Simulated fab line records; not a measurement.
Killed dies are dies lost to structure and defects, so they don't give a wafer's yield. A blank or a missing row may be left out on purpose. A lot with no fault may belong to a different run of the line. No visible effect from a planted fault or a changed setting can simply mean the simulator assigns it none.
Code-filled problem report in 8D (eight disciplines) form | flow gf180mcu | the parts of the form that need people (team, actions taken, sign-off) are left out

## 1. PROBLEM STATEMENT
A mean of 5662.1 W is read at GF_TOP_METAL_SPUTTER_01 for cathode dc power W, taken on 1 wafer of 1 lot, against 6499.9 W (standard deviation 1.1) on wafers free of any fault. That is -99 or more standard deviations from the usual mean.
The step: material TiN, target thk 30 nm, time 25 s.
First observed at day 30 09:49: wafer L290.1, on pvd sputter-01. At this step, 36 wafers from 12 lots have a number in the record. Rule for "out" (also "out of limits"): further than 4 standard deviations from the usual mean. Any other wafer with a number is counted as sound.

## 2. WHAT IT IS, WHAT IT ISN'T
question                    | is                 | is not
which readings at this step | cathode dc power W | throttle valve pct
which lots                  | L290               | L280, L281, L282, L293, L296, L297, L298, L299, L301, L302, L303
which wafers of those lots  | L290.1             | L290.2, L290.3
read on which tools         | pvd sputter-01     | pvd sputter-03, pvd sputter-04
when                        | from day 30 09:49  | up to then (11 sound wafers); but 24 sound wafers of L293, L296, L297, L298, L299, L301, L302, L303 came after

## 3. THE SUSPECTS, EACH WITH WHAT RULES IT OUT
Counting: a tool at a process step up to the reading stays a suspect if it ran every lot that is out. Sound lots after the first of them don't rule it out here, since some wafers of a struck lot are sound.
- pvd sputter-02 at GF_MIM_SPUTTER_04 (material TiN, target thk 50 nm, time 41.7 s): kept. It ran the lot that is out, L290 (day 27 20:33).
- rie diel-04 at GF_M5_ETCH_09 (etches Si3N4 in CF4/O2, target depth 52 nm, time 11.6 s): kept. It ran the lot that is out, L290 (day 29 11:49).
- pvd sputter-01 at GF_TOP_METAL_SPUTTER_01 (material TiN, target thk 30 nm, time 25 s): kept. It ran the lot that is out, L290 (day 30 09:49). On those wafers its own readings are out: cathode dc power W.
- Within rie diel-04 at GF_M5_ETCH_09: the wafers that are out ran in chamber 2; their sound lot-mates ran in chambers 0, 3.
The count leaves pvd sputter-02 at GF_MIM_SPUTTER_04, rie diel-04 at GF_M5_ETCH_09, and pvd sputter-01 at GF_TOP_METAL_SPUTTER_01.

## 4. THE CAUSE (what the simulator had put in)
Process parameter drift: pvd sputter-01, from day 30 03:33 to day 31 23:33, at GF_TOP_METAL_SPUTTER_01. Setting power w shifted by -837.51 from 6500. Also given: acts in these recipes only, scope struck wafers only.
Counting left 3 suspects, and this tool is among them.

## 5. THE EFFECT CHAIN, in route order
Each row: a reading whose mean over the struck wafers that have a number lies more than 3 standard deviations from the usual. Readings are gone through only where the record gives a usual standard deviation; hours: the median, over the lots, of the time from a lot's start at the first step in this table giving one to that lot's start at this step; sigmas: the change measured in usual standard deviations.
hours | step                    | reading            | usual    | on struck wafers | change | sigmas
0     | GF_TOP_METAL_SPUTTER_01 | cathode dc power W | 6499.9 W | 5662.1           | -837.8 | -99 or more
The process steps in it:
- GF_TOP_METAL_SPUTTER_01: material TiN, target thk 30 nm, time 25 s.

## 6. HOW IT WOULD HAVE BEEN CAUGHT EARLIER
The fault began at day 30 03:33; the first out-of-limits reading in this record came at day 30 09:49, 6 hours later.
